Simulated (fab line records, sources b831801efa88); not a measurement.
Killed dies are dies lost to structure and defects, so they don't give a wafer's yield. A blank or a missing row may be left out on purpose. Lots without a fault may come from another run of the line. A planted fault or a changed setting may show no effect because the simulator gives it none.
A struck lot beside a sound one | flow sky130 | 18 steps out of a route of 708
Sound: wafers L816.1, L816.2, L816.6. Struck: wafer L825.3. (L825.1, L825.2 of the same lot were not struck and are left out.) The cause comes at the end.
At each step with rows: each side's tool, then ch and its chambers, then its first start. Under that, the readings that differ: sound wafers | struck wafers | difference of the means | sigmas: that difference in standard deviations of wafers without a fault.
alike: readings whose means differ by less than 2 such deviations, and words and numbers that are the same on both sides. not compared: withheld readings, readings that some wafer has no value for, bounds like >300 that may hide the same value, and numbers for which the record gives no deviation and whose values overlap.
The two part at a step that has a row with sigmas, a row that says differs or no value, or rows on one side only. Numbers that don't overlap but have no deviation are shown without sigmas and don't part them. A reading that every wafer of one side lacks parts them only if that side has two wafers or more.

first, 2 steps without rows for these wafers: SKY_CONTACT_PEB_12; SKY_CONTACT_DEVELOP_13 (develop time 60 s).
SKY_CONTACT_CD_MEAS_14: target cd 170 nm.
  sound on cd_sem-02, day 34 14:57; struck on cd_sem-02, day 37 02:07
  alike: cd_nm
SKY_CONTACT_OVL_MEAS_15:
  sound on overlay-02, day 34 15:04; struck on overlay-02, day 37 02:14
  reading          | sound    | struck | difference | sigmas
  CONTACT_OVL (nm) | -1 -3 -5 | 11     | +14        | +3
SKY_CONTACT_ETCH_16: etches BARC in N2/H2, stops on SiO2, time 45.9 s, target depth 60 nm.
  sound on rie_diel-04 ch 0,1, day 34 15:07; struck on rie_diel-02 ch 2, day 37 02:16
  alike: drypump_motor_current_A, oes_product_au, rf_fwd_power_W, throttle_valve_pct
  not compared: rf_hours_counter_h
then, 1 step without rows for these wafers: SKY_CONTACT_ETCH_17 (etches SiO2 in C4F8/O2/Ar, stops on Si3N4, target depth 340 nm).
SKY_CONTACT_ETCH_18: etches Si3N4 in CHF3/O2, stops on TiN, time 39 s, target depth 75 nm.
  sound on rie_diel-04 ch 0,1; struck on rie_diel-02 ch 2
  alike: drypump_motor_current_A, oes_product_au, rf_fwd_power_W, throttle_valve_pct
  not compared: rf_hours_counter_h
SKY_CONTACT_STRIP_19: strips in O2/N2.
  sound on plasma_asher-03 ch 0,1, day 34 15:14; struck on plasma_asher-03 ch 0, day 37 02:25
  alike: drypump_motor_current_A, oes_product_au, strip_time_to_endpoint_s
  not compared: rf_hours_counter_h
then, 3 steps without rows for these wafers: SKY_CONTACT_STRIP_20 (strips in post etch residue remover, time 1200 s); SKY_CONTACT_CLEAN_21 (cleans in IPA, time 180 s); SKY_CONTACT_CLEAN_22 (cleans in O3/DIW).
SKY_CONTACT_SPUTTER_23: material TiN, target thk 20 nm, time 80 s.
  sound on pvd_sputter-04, day 34 15:50; struck on pvd_sputter-04, day 37 03:00
  alike: throttle_valve_pct
SKY_CONTACT_CVD_24: deposits W, target thk 340 nm, time 102.12 s.
  sound on cvd_w-01 ch 0,1, day 34 15:54; struck on cvd_w-01 ch 1, day 37 03:04
  reading                               | sound         | struck | difference | sigmas
  model.W_of_CONTACT_CVD_24.thk_nm (nm) | 336 346 339.4 | 458.5  | +118.0     |
  alike: heater_power_w, susceptor_temp_C
SKY_CONTACT_RS_MEAS_25: measures by four-point-probe.
  sound on film_metro-01, day 34 16:01; struck on film_metro-04, day 37 03:10
  reading               | sound             | struck | difference | sigmas
  CONTACT_W_RS (ohm/sq) | 0.342 0.332 0.339 | 0.250  | -0.088     | -16
SKY_CONTACT_THK_MEAS_26: measures by xrf.
  sound on film_metro-01, day 34 16:08; struck on film_metro-04, day 37 03:17
  reading            | sound       | struck | difference | sigmas
  CONTACT_W_THK (nm) | 328 337 331 | 444    | +112       | +20
SKY_CONTACT_CMP_27: polishes, stops on SiO2, t overpolish 15 s, target thk 0 nm.
  sound on cmp-02 ch 2,3, day 34 16:11; struck on cmp-02 ch 1, day 37 03:24
  reading                | sound    | struck | difference | sigmas
  time_to_endpoint_s (s) | 90 87 87 | 122    | +34        | +8
  alike: motor_current_A
SKY_METAL1_SPUTTER_00: material Ti, target thk 15 nm, time 10 s.
  sound on pvd_sputter-03, day 34 16:29; struck on pvd_sputter-02, day 37 03:39
  alike: throttle_valve_pct
SKY_PAD_OPEN_PROBE_99:
  the record has rows for the sound wafers here (prober-01, day 48 03:59) and none for the struck ones

WHERE THEY PART
First at SKY_CONTACT_OVL_MEAS_15; last, within this record, at SKY_PAD_OPEN_PROBE_99.

WHY: what the simulator had put in
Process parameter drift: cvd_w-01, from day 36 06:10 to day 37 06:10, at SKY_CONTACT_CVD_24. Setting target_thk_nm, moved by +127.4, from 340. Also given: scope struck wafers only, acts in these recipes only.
